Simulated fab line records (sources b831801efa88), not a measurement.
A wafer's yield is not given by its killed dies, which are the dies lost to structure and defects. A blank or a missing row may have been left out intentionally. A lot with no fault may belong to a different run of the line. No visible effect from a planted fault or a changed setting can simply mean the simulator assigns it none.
Matching of chambers -- flow sky130 -- cmp-01 running SKY_VIA2_CMP_24: 4 sister chambers
The step polishes, stops on SiO2, t overpolish 20 s, target thk 0 nm. 4 wafers are shown with their chamber, then 10 later ones without.

== WAFERS, EACH WITH ITS CHAMBER ==
wafer,chamber,motor current A (A)
L080.6,1,10.8
L081.5,3,10.5
L091.1,2,12.1
L091.5,0,11.4

== WAFERS WITHOUT THEIR CHAMBER ==
wafer,motor current A (A)
L091.6,10.0
L092.2,11.6
L092.4,10.6
L092.6,10.8
L094.2,11.9
L094.3,10.3
L094.5,11.1
L097.1,10.4
L097.2,11.8
L097.4,12.5

== WHICH CHAMBER EACH ONE RAN IN ==
wafer,from the rows above,in truth
L091.6,can't be placed: 3 or 1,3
L092.2,can't be placed: 0 or 2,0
L092.4,can't be placed: 3 or 1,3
L092.6,can't be placed: 1 or 3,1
L094.2,can't be placed: 2 or 0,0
L094.3,can't be placed: 3 or 1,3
L094.5,can't be placed: 1 or 0 or 3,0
L097.1,can't be placed: 3 or 1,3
L097.2,can't be placed: 2 or 0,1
L097.4,2,2
Correct placement for 1 of the 10. These rows do not allow placing 9 (true chamber among the candidates in 8). Placed wrongly: 0.
How it was worked out, from the rows above alone: a wafer's distance from a chamber is the root of the sum, over the readings, of the square of ((its reading less the chamber's mean) divided by the reading's scatter). If the next closest chamber is less than 2 further off than the closest, the wafer can't be placed; otherwise it belongs to the closest. A chamber's mean is the mean of its shown wafers. The scatter (one wafer shown for each chamber): square how far every hidden wafer sits from the nearest shown wafer, average those squares and take the square root.
